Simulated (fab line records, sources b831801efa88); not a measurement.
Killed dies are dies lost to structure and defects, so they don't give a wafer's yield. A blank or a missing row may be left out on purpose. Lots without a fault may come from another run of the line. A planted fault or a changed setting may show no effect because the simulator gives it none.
fab line records | flow sky130
record lots=24 wafers=72 last_day=50
route steps=708 shown VIA1@459 METAL2@502 VIA2@509 METAL4@630 PAD_OPEN@701
lots that met no fault: from a run of the same line without faults
start_h: hours from the record's first day to the start of the lot's first wafer shown | wait_h: hours since the lot's step before | " the same as in the row above | L1.1+2: a row that stands for several wafers | - no value, or no start given | * or withheld: withheld | < > ~ a bound
route shown NAME@n: a module of which the file shows steps, and the number in the route of the first | usual: mean/standard deviation of fault-free wafers | same: alike in all rows | chamber/n: place in a boat | sites: the reading at each site | _std_site: their standard deviation | _edge_site: outer sites' mean less inner sites' | radius_mm: how far each site lies from the wafer's centre | mask NAME#n: copy n | behind: the tool/chamber that last shaped the wafer | hold: why the lot was held/for how many hours/how that ended | device: the transistor (n, p or np) that didn't switch | end of line: the same wafers' tests at the end of the route | a step without rows: its recipe alone | killed: dies lost to structure and defects at the first sort, not the wafer's yield | map: a wafer's dies, x killed, . not, _ none there
set.NAME: the setting as run; set.NAME@STEP: as run at that earlier step | model.NAME: the simulator's own value behind a step, which no gauge read
steps of the route over a sample of lots; a table a step, a row a wafer
services: from which hour (start_h, from the record's first day; less than 0 if before it) a tool's chamber was out of use, for how many hours, and why
## steps
# step SKY_VIA1_THK_MEAS_01
# recipe reads=SiO2_of_VIA1_HDPCVD_00
# usual VIA1_HDPCVD_THK=1072/11
# columns lot.wafer tool chamber start_h wait_h VIA1_HDPCVD_THK[nm]
L074.2 film_metro-01 - 757.76 0.1 1048
L074.3 " - " " 1045
L074.4 " - " " 1046
L075.3 film_metro-04 - 772.27 0.1 1073
L075.5 " - " " 1059
L075.6 " - " " 1055
L076.2 film_metro-01 - 775.87 0.1 1071
L076.4 " - " " 1057
L076.6 " - " " 1072
L077.1 film_metro-02 - 790.51 0.1 1083
L077.3 " - " " 1064
L077.5 " - " " 1086
L078.2 film_metro-02 - 796.10 0.1 1073
L078.4 " - " " 1073
L078.5 " - " " 1063
L080.1 film_metro-01 - 810.46 0.1 1073
L080.3 " - " " 1081
L080.5 " - " " 1066
L079.1 film_metro-04 - 820.77 0.1 1073
L079.3 " - " " 1071
L079.4 " - " " 1057
L081.1 film_metro-01 - 825.90 0.1 1073
L081.2 " - " " 1072
L081.4 " - " " 1081
L082.2 film_metro-01 - 831.61 0.1 1061
L082.4 " - " " 1067
L082.6 " - " " 1060
L083.3 film_metro-04 - 840.27 0.1 1062
L083.4 " - " " 1067
L083.5 " - " " 1068
L084.3 film_metro-01 - 846.38 0.1 1054
L084.4 " - " " 1085
L084.5 " - " " 1063
L085.2 film_metro-02 - 851.91 0.1 1050
L085.3 " - " " 1058
L085.4 " - " " 1059
L086.4 film_metro-02 - 859.57 0.0 1074
L086.5 " - " " 1089
L086.6 " - " " 1079
L087.1 film_metro-04 - 864.51 0.1 1081
L087.4 " - " " 1088
L087.6 " - " " 1081
L088.1 film_metro-01 - 875.72 0.1 1077
L088.3 " - " " 1085
L088.4 " - " " 1086
L089.1 film_metro-01 - 883.69 0.1 1090
L089.4 " - " " 1093
L089.6 " - " " 1080
L090.2 film_metro-01 - 887.26 0.1 1078
L090.3 " - " " 1069
L090.6 " - " " 1078
L091.2 film_metro-01 - 897.25 0.1 1080
L091.3 " - " " 1073
L091.5 " - " " 1069
L092.2 film_metro-01 - 906.07 0.1 1052
L092.4 " - " " 1065
L092.5 " - " " 1052
L093.2 film_metro-01 - 910.87 0.1 1076
L093.4 " - " " 1072
L093.6 " - " " 1067
L094.2 film_metro-04 - 924.00 0.1 1082
L094.3 " - " " 1060
L094.6 " - " " 1078
L095.1 film_metro-02 - 926.65 0.1 1074
L095.4 " - " " 1075
L095.5 " - " " 1085
L096.1 film_metro-04 - 928.66 0.1 1066
L096.3 " - " " 1070
L096.4 " - " " 1076
L097.2 film_metro-02 - 933.72 0.1 1086
L097.3 " - " " 1083
L097.6 " - " " 1083
# step SKY_METAL2_METAL_ETCH_19
# recipe target_depth_a=3600 stop_on=SiO2 over_etch_frac=0.3 time_s=78 chemistry=Cl2/BCl3 resist_sidewall_deg=88 pressure_mtorr=10 icp_w=900 bias_w=48.5 Cl2_flow_sccm=60 bcl3_flow_sccm=30
# usual drypump_motor_current_A=5.45/0.21 oes_product_au=0.855/0.0054 throttle_valve_pct=22.264/0.009
# columns lot.wafer tool chamber start_h wait_h drypump_motor_current_A oes_product_au rf_hours_counter_h throttle_valve_pct
L074.2 rie_metal-03 0 813.91 0.0 5.60 0.865 2 22.271
L074.3 " 1 " " 5.59 0.861 - 22.263
L074.4 " 0 " " 5.58 0.850 - 22.267
L075.3 rie_metal-01 0 827.52 0.1 5.12 0.863 - 22.266
L075.5 " 0 " " 5.12 0.856 - 22.273
L075.6 " 1 " " 5.23 0.859 - 22.251
L076.2 rie_metal-03 1 831.26 0.0 5.61 0.847 6 22.269
L076.4 " 1 " " 5.60 0.845 - 22.255
L076.6 " 0 " " 5.62 0.857 - 22.259
L077.1 rie_metal-02 0 846.53 0.0 5.69 0.861 14 22.256
L077.3 " 0 " " 5.67 0.856 - 22.267
L077.5 " 1 " " 5.45 0.859 - 22.271
L078.2 rie_metal-03 0 851.56 0.1 5.62 0.858 - 22.274
L078.4 " 0 " " 5.62 0.849 - 22.256
L078.5 " 0 " " 5.61 0.850 - 22.283
L080.1 rie_metal-03 0 864.96 0.0 5.62 0.851 5 22.261
L080.3 " 1 " " 5.63 0.852 - 22.272
L080.5 " 1 " " 5.61 0.859 - 22.265
L079.1 rie_metal-03 1 875.86 0.0 5.63 0.859 8 22.266
L079.3 " 0 " " 5.62 0.856 - 22.267
L079.4 " 1 " " 5.59 0.854 - 22.261
L081.1 rie_metal-02 1 880.49 0.0 5.46 0.846 5 22.257
L081.2 " 0 " " 5.67 0.841 15 22.276
L081.4 " 1 " " 5.45 0.857 - 22.262
L082.2 rie_metal-01 1 885.74 0.1 5.25 0.856 - 22.257
L082.4 " 1 " " 5.25 0.861 - 22.250
L082.6 " 1 " " 5.25 0.844 - 22.277
L083.3 rie_metal-01 1 894.09 0.1 5.24 0.850 - 22.265
L083.4 " 1 " " 5.25 0.851 - 22.270
L083.5 " 1 " " 5.23 0.846 - 22.265
L084.3 rie_metal-01 1 900.69 0.1 5.24 0.859 - 22.257
L084.4 " 0 " " 5.12 0.857 - 22.284
L084.5 " 1 " " 5.25 0.859 - 22.267
L085.2 rie_metal-03 1 905.31 0.0 5.59 0.854 9 22.261
L085.3 " 0 " " 5.63 0.853 - 22.257
L085.4 " 1 " " 5.60 0.864 - 22.252
L086.4 rie_metal-03 1 912.34 0.1 5.61 0.855 - 22.269
L086.5 " 1 " " 5.62 0.854 - 22.263
L086.6 " 0 " " 5.63 0.853 - 22.292
L087.1 rie_metal-03 1 917.74 0.0 5.64 0.856 10 22.260
L087.4 " 1 " " 5.59 0.862 - 22.267
L087.6 " 1 " " 5.63 0.852 - 22.265
L088.1 rie_metal-01 0 928.71 0.1 5.12 0.849 2 22.261
L088.3 " 0 " " 5.13 0.853 - 22.268
L088.4 " 0 " " 5.11 0.857 - 22.279
L089.1 rie_metal-02 1 936.41 0.0 5.44 0.859 8 22.272
L089.4 " 1 " " 5.45 0.851 - 22.256
L089.6 " 1 " " 5.44 0.853 - 22.264
L090.2 rie_metal-01 1 942.66 0.0 5.25 0.849 11 22.275
L090.3 " 0 " " 5.11 0.855 - 22.262
L090.6 " 0 " " 5.12 0.861 - 22.254
L091.2 rie_metal-02 1 949.96 0.0 5.44 0.860 8 22.262
L091.3 " 1 " " 5.44 0.858 - 22.273
L091.5 " 0 " " 5.65 0.849 - 22.264
L092.2 rie_metal-03 0 957.19 0.0 5.61 0.857 9 22.251
L092.4 " 1 " " 5.58 0.861 - 22.252
L092.5 " 0 " " 5.60 0.852 - 22.243
L093.2 rie_metal-03 1 960.79 0.0 5.59 0.845 12 22.276
L093.4 " 0 " " 5.62 0.850 - 22.260
L093.6 " 0 " " 5.61 0.858 - 22.262
L094.2 rie_metal-02 1 975.89 0.0 5.44 0.850 10 22.270
L094.3 " 1 " " 5.45 0.855 - 22.258
L094.6 " 0 " " 5.64 0.857 - 22.254
L095.1 rie_metal-01 0 978.13 0.1 5.11 0.857 5 22.262
L095.4 " 0 " " 5.11 0.859 - 22.249
L095.5 " 0 " " 5.11 0.858 - 22.253
L096.1 rie_metal-02 1 979.36 0.0 5.46 0.847 10 22.260
L096.3 " 1 " " 5.44 0.851 - 22.269
L096.4 " 0 " " 5.70 0.854 - 22.264
L097.2 rie_metal-01 0 984.34 0.1 5.12 0.858 - 22.250
L097.3 " 0 " " 5.13 0.858 - 22.251
L097.6 " 0 " " 5.12 0.859 - 22.267
# step SKY_VIA2_CMP_02
# recipe material=SiO2 down_force_psi=4 platen_rpm=60 pad_velocity_m_s=0.94248
# usual motor_current_A=11.5/1.3 platen_rpm=60.00/0.04
# columns lot.wafer tool chamber start_h wait_h motor_current_A platen_rpm
L074.2 cmp-02 0 814.78 0.0 10.4 59.91
L074.3 " 1 " " 12.1 59.95
L074.4 " 3 " " 11.2 60.01
L075.3 cmp-01 2 828.60 0.2 10.4 60.01
L075.5 " 3 " " 14.1 59.94
L075.6 " 0 " " 10.4 59.97
L076.2 cmp-02 1 832.56 0.0 11.4 60.02
L076.4 " 0 " " 10.9 60.02
L076.6 " 2 " " 9.7 59.99
L077.3 cmp-02 1 847.49 0.1 11.8 60.02
L077.1 " 2 " " 10.3 60.03
L077.5 " 0 " " 11.4 60.08
L078.2 cmp-01 1 852.84 0.0 14.9 60.02
L078.4 " 0 " " 10.2 59.99
L078.5 " 1 " " 14.5 60.04
L080.1 cmp-01 3 865.87 0.1 13.4 60.00
L080.3 " 2 " " 10.5 59.98
L080.5 " 0 " " 10.7 59.95
L079.4 cmp-02 1 876.77 0.0 11.5 59.97
L079.1 " 2 " " 10.1 60.09
L079.3 " 3 " " 11.7 60.06
L081.1 cmp-01 2 881.36 0.1 10.1 60.00
L081.4 " 0 " " 11.3 60.03
L081.2 " 1 " " 13.6 60.04
L082.4 cmp-02 0 886.67 0.0 10.9 59.93
L082.2 " 2 " " 10.6 60.05
L082.6 " 0 " " 11.2 59.92
L083.3 cmp-01 3 894.99 0.0 13.3 59.94
L083.4 " 0 " " 11.1 60.00
L083.5 " 3 " " 14.0 59.92
L084.4 cmp-02 2 901.53 0.0 10.3 60.03
L084.3 " 0 " " 10.5 59.99
L084.5 " 3 " " 11.5 59.99
L085.2 cmp-01 0 906.42 0.3 11.2 60.00
L085.3 " 1 " " 14.3 60.02
L085.4 " 2 " " 10.8 59.97
L086.4 cmp-01 2 916.74 3.6 10.3 60.02
L086.5 " 3 " " 13.7 60.00
L086.6 " 0 " " 10.4 60.03
L087.4 cmp-01 2 918.69 0.1 10.1 59.99
L087.1 " 1 " " 14.3 60.06
L087.6 " 3 " " 13.3 60.02
L088.4 cmp-01 1 929.76 0.0 13.2 59.96
L088.3 " 2 " " 10.6 59.98
L088.1 " 3 " " 13.7 60.05
L089.1 cmp-02 2 937.28 0.1 9.7 59.99
L089.4 " 3 " " 11.8 60.02
L089.6 " 3 " " 11.2 60.03
L090.3 cmp-02 1 943.70 0.1 11.8 60.01
L090.2 " 2 " " 10.6 59.95
L090.6 " 0 " " 11.0 60.01
L091.2 cmp-02 0 950.94 0.1 11.0 60.03
L091.3 " 1 " " 10.9 60.03
L091.5 " 3 " " 11.3 59.99
L092.2 cmp-02 0 958.14 0.0 10.7 60.05
L092.4 " 3 " " 10.7 59.94
L092.5 " 0 " " 10.9 59.89
L093.4 cmp-02 2 961.83 0.1 10.2 60.04
L093.2 " 3 " " 11.2 59.99
L093.6 " 0 " " 11.1 60.02
L094.2 cmp-01 3 976.99 0.3 13.7 59.96
L094.3 " 1 " " 13.6 59.97
L094.6 " 2 " " 11.0 60.00
L095.1 cmp-02 3 979.10 0.1 11.7 60.02
L095.4 " 2 " " 10.0 60.02
L095.5 " 0 " " 11.1 59.99
L096.3 cmp-01 2 980.33 0.0 10.5 60.04
L096.1 " 3 " " 13.4 59.91
L096.4 " 0 " " 10.7 60.00
L097.3 cmp-02 0 985.31 0.0 11.3 59.98
L097.2 " 3 " " 11.7 60.02
L097.6 " 1 " " 11.8 60.01
# step SKY_VIA2_RS_MEAS_22
# recipe thk_meas_gauge=four-point-probe reads=W_of_VIA2_CVD_21+TiN_of_VIA2_SPUTTER_20
# usual VIA2_W_RS=0.276/0.0043
# columns lot.wafer tool chamber start_h wait_h VIA2_W_RS[ohm/sq]
L074.2 film_metro-03 - 842.25 0.1 0.274
L074.3 " - " " 0.262
L074.4 " - " " 0.274
L075.3 film_metro-02 - 856.43 0.1 0.274
L075.5 " - " " 0.266
L075.6 " - " " 0.278
L076.2 film_metro-03 - 860.03 0.1 0.272
L076.4 " - " " 0.269
L076.6 " - " " 0.274
L077.1 film_metro-01 - 874.49 0.1 0.280
L077.3 " - " " 0.271
L077.5 " - " " 0.267
L078.2 film_metro-03 - 880.13 0.1 0.279
L078.4 " - " " 0.277
L078.5 " - " " 0.277
L080.1 film_metro-01 - 892.03 0.1 0.273
L080.3 " - " " 0.273
L080.5 " - " " 0.278
L079.1 film_metro-02 - 904.21 0.1 0.276
L079.3 " - " " 0.273
L079.4 " - " " 0.274
L081.1 film_metro-02 - 909.38 0.1 0.275
L081.2 " - " " 0.273
L081.4 " - " " 0.273
L082.2 film_metro-02 - 913.59 0.1 0.272
L082.4 " - " " 0.278
L082.6 " - " " 0.278
L083.3 film_metro-03 - 921.35 0.1 0.282
L083.4 " - " " 0.273
L083.5 " - " " 0.279
L084.3 film_metro-03 - 927.35 0.2 0.278
L084.4 " - " " 0.274
L084.5 " - " " 0.278
L085.2 film_metro-03 - 932.45 0.1 0.280
L085.3 " - " " 0.276
L085.4 " - " " 0.283
L086.4 film_metro-03 - 941.67 0.1 0.278
L086.5 " - " " 0.275
L086.6 " - " " 0.283
L087.1 film_metro-01 - 944.96 0.1 0.275
L087.4 " - " " 0.273
L087.6 " - " " 0.274
L088.1 film_metro-02 - 956.06 0.1 0.279
L088.3 " - " " 0.268
L088.4 " - " " 0.278
L089.1 film_metro-01 - 962.82 0.1 0.274
L089.4 " - " " 0.276
L089.6 " - " " 0.277
L090.2 film_metro-01 - 969.08 0.1 0.280
L090.3 " - " " 0.273
L090.6 " - " " 0.270
L091.2 film_metro-03 - 976.52 0.1 0.273
L091.3 " - " " 0.282
L091.5 " - " " 0.284
L092.2 film_metro-03 - 983.77 0.1 0.284
L092.4 " - " " 0.274
L092.5 " - " " 0.284
L093.2 film_metro-03 - 986.99 0.1 0.272
L093.4 " - " " 0.277
L093.6 " - " " 0.278
L094.2 film_metro-03 - 1002.44 0.1 0.281
L094.3 " - " " 0.281
L094.6 " - " " 0.274
L095.1 film_metro-03 - 1004.40 0.1 0.278
L095.4 " - " " 0.282
L095.5 " - " " 0.280
L096.1 film_metro-01 - 1005.19 0.1 0.271
L096.3 " - " " 0.272
L096.4 " - " " 0.271
L097.2 film_metro-02 - 1009.96 0.1 0.275
L097.3 " - " " 0.276
L097.6 " - " " 0.274
# step SKY_METAL4_OVL_MEAS_14
# usual METAL4_OVL=3/5.2
# columns lot.wafer tool chamber start_h wait_h METAL4_OVL[nm]
L074.2 overlay-02 - 974.14 0.1 7
L074.3 " - " " 8
L074.4 " - " " 12
L075.3 overlay-02 - 985.46 0.1 4
L075.5 " - " " 3
L075.6 " - " " 5
L076.2 overlay-01 - 992.14 0.1 1
L076.4 " - " " -7
L076.6 " - " " -5
L077.1 overlay-01 - 1002.48 0.1 3
L077.3 " - " " -5
L077.5 " - " " 6
L078.2 overlay-01 - 1009.24 0.1 2
L078.4 " - " " 7
L078.5 " - " " -1
L080.1 overlay-01 - 1019.73 0.1 11
L080.3 " - " " 5
L080.5 " - " " 8
L079.1 overlay-01 - 1028.43 0.1 8
L079.3 " - " " 0
L079.4 " - " " -1
L081.1 overlay-02 - 1034.38 0.1 2
L081.2 " - " " 4
L081.4 " - " " 2
L082.2 overlay-02 - 1041.39 0.1 -4
L082.4 " - " " 9
L082.6 " - " " -1
L083.3 overlay-02 - 1044.14 0.1 13
L083.4 " - " " 5
L083.5 " - " " 12
L084.3 overlay-01 - 1050.23 0.1 1
L084.4 " - " " 6
L084.5 " - " " 3
L085.2 overlay-01 - 1055.24 0.1 -1
L085.3 " - " " 3
L085.4 " - " " 3
L086.4 overlay-02 - 1062.50 0.1 6
L086.5 " - " " 3
L086.6 " - " " 9
L087.1 overlay-02 - 1065.48 0.1 6
L087.4 " - " " 12
L087.6 " - " " 8
L088.1 overlay-01 - 1075.63 0.1 1
L088.3 " - " " 4
L088.4 " - " " 3
L089.1 overlay-02 - 1082.48 0.1 10
L089.4 " - " " 1
L089.6 " - " " 2
L090.2 overlay-01 - 1086.39 0.1 1
L090.3 " - " " -7
L090.6 " - " " 1
L091.2 overlay-02 - 1093.29 0.1 2
L091.3 " - " " 4
L091.5 " - " " 3
L092.2 overlay-02 - 1100.14 0.1 0
L092.4 " - " " 7
L092.5 " - " " 7
L093.2 overlay-01 - 1103.39 0.1 0
L093.4 " - " " -4
L093.6 " - " " 0
L094.2 overlay-01 - 1115.64 0.1 0
L094.3 " - " " 2
L094.6 " - " " 2
L095.1 overlay-01 - 1116.33 0.1 3
L095.4 " - " " 6
L095.5 " - " " 10
L096.1 overlay-02 - 1118.68 0.1 3
L096.3 " - " " 8
L096.4 " - " " 13
L097.2 overlay-02 - 1122.29 0.1 4
L097.3 " - " " -8
L097.6 " - " " -2
# step SKY_PAD_OPEN_ETCH_07
# recipe chemistry=CF4/O2 target_depth_nm=725 stop_on=AlCu source_w=800 bias_w=150 pressure_mtorr=150 cf4_flow_sccm=80 O2_flow_sccm=10 time_s=161.1
# usual drypump_motor_current_A=5.6/0.52 oes_product_au=0.975/0.0072 throttle_valve_pct=5.964/0.0089
# columns lot.wafer tool chamber start_h wait_h drypump_motor_current_A oes_product_au rf_hours_counter_h throttle_valve_pct
L074.2 rie_diel-01 1 1067.81 - 6.3 0.976 26 5.947
L074.3 " 0 " " 6.0 0.972 8 5.968
L074.4 " 2 " " 5.3 0.981 18 5.970
L075.3 rie_diel-03 3 1079.66 - 5.4 0.977 12 5.977
L075.5 " 2 " " 6.1 0.976 - 5.955
L075.6 " 1 " " 4.8 0.996 - 5.962
L076.2 rie_diel-04 1 1084.96 - 6.3 0.973 7 5.954
L076.4 " 3 " " 5.5 0.974 14 5.945
L076.6 " 2 " " 5.1 0.977 - 5.968
L077.1 rie_diel-03 2 1094.46 - 6.1 0.973 15 5.971
L077.3 " 1 " " 4.8 0.979 27 5.978
L077.5 " 2 " " 6.1 0.974 - 5.960
L078.2 rie_diel-03 2 1100.36 - 6.1 0.974 16 5.966
L078.4 " 0 " " 6.2 0.984 11 5.977
L078.5 " 1 " " 4.8 0.973 - 5.974
L080.1 rie_diel-01 1 1108.51 - 6.3 0.967 28 5.975
L080.3 " 0 " " 6.0 0.970 10 5.962
L080.5 " 0 " " 6.0 0.977 - 5.953
L079.1 rie_diel-01 1 1117.21 - 6.3 0.963 28 5.972
L079.3 " 3 " " 5.7 0.974 8 5.983
L079.4 " 2 " " 5.3 0.977 19 5.968
L081.1 rie_diel-03 2 1121.82 - 6.1 0.973 16 5.962
L081.2 " 3 " " 5.4 0.969 14 5.956
L081.4 " 2 " " 6.1 0.974 - 5.970
L082.2 rie_diel-04 2 1127.71 - 5.2 0.970 25 5.964
L082.4 " 3 " " 5.4 0.977 15 5.961
L082.6 " 1 " " 6.3 0.990 - 5.970
L083.3 rie_diel-01 0 1129.51 - 6.0 0.965 10 5.961
L083.4 " 3 " " 5.7 0.992 8 5.964
L083.5 " 1 " " 6.3 0.985 - 5.976
L084.3 rie_diel-04 1 1135.16 - 6.3 0.979 9 5.961
L084.4 " 2 " " 5.1 0.980 25 5.961
L084.5 " 1 " " 6.3 0.968 - 5.963
L085.2 rie_diel-04 3 1140.36 - 5.4 0.977 15 5.962
L085.3 " 1 " " 6.3 0.974 9 5.977
L085.4 " 2 " " 5.1 0.981 25 5.961
L086.4 rie_diel-03 2 1146.96 - 6.0 0.985 17 5.971
L086.5 " 2 " " 6.1 0.976 - 5.962
L086.6 " 1 " " 4.8 0.974 - 5.960
L087.1 rie_diel-01 0 1148.66 - 5.9 0.963 11 5.942
L087.4 " 2 " " 5.3 0.981 20 5.973
L087.6 " 0 " " 6.0 0.970 - 5.969
L088.1 rie_diel-03 2 1157.91 - 6.1 0.979 18 5.969
L088.3 " 0 " " 6.2 0.970 13 5.973
L088.4 " 1 " " 4.8 0.965 1 5.964
L089.1 rie_diel-01 1 1164.36 - 6.3 0.972 29 5.956
L089.4 " 3 " " 5.7 0.978 10 5.950
L089.6 " 3 " " 5.7 0.972 - 5.978
L090.2 rie_diel-04 0 1166.62 - 5.0 0.981 16 5.967
L090.3 " 1 " " 6.2 0.975 10 5.969
L090.6 " 0 " " 5.0 0.979 - 5.938
L091.2 rie_diel-03 2 1171.37 - 6.1 0.978 18 5.957
L091.3 " 3 " " 5.4 0.963 17 5.943
L091.5 " 3 " " 5.3 0.972 - 5.967
L092.2 rie_diel-03 1 1177.51 - 4.8 0.970 2 5.954
L092.4 " 0 " " 6.2 0.987 14 5.969
L092.5 " 0 " " 6.2 0.986 - 5.952
L093.2 rie_diel-03 0 1180.76 - 6.2 0.969 14 5.966
L093.4 " 2 " " 6.1 0.984 19 5.957
L093.6 " 1 " " 4.8 0.979 - 5.965
L094.2 rie_diel-03 0 1190.91 - 6.2 0.974 15 5.956
L094.3 " 1 " " 4.8 0.966 2 5.964
L094.6 " 1 " " 4.8 0.974 - 5.972
L095.1 rie_diel-01 0 1191.26 - 5.9 0.969 12 5.966
L095.4 " 3 " " 5.7 0.969 10 5.965
L095.5 " 3 " " 5.7 0.978 - 5.970
L096.1 rie_diel-03 1 1193.31 - 4.8 0.966 2 5.963
L096.3 " 2 " " 6.1 0.964 19 5.966
L096.4 " 0 " " 6.2 0.986 15 5.961
L097.2 rie_diel-04 1 1196.72 - 6.2 0.974 12 5.964
L097.3 " 3 " " 5.4 0.964 17 5.973
L097.6 " 3 " " 5.5 0.976 - 5.965
## services
# columns tool chamber start_h hours kind
cmp-02 - 799.31 1.3 repair
rie_diel-03 - 857.40 9.0 repair
cmp-02 - 861.07 6.9 pm
cmp-01 - 868.17 2.9 pm
rie_diel-03 2 875.74 21.6 repair
rie_diel-03 - 877.02 0.2 repair
cmp-01 - 885.32 2.2 repair
cmp-02 - 893.98 1.6 repair
cmp-02 - 901.97 2.3 repair
cmp-02 - 905.63 22.8 pm
cmp-01 - 912.29 4.0 pm
rie_diel-03 - 923.93 19.5 repair
rie_diel-03 - 942.36 2.3 repair
cmp-01 - 945.81 3.7 repair
cmp-01 - 959.13 0.3 repair
cmp-01 - 966.18 3.9 repair
cmp-01 - 1047.15 4.0 pm
rie_diel-03 - 1072.41 2.8 pm
cmp-02 - 1084.53 4.0 pm
cmp-02 - 1085.20 1.3 repair
cmp-01 - 1126.30 19.0 pm
cmp-02 - 1129.52 1.3 repair
cmp-01 - 1152.20 1.0 repair
cmp-02 - 1157.09 1.0 repair
## key
fault none
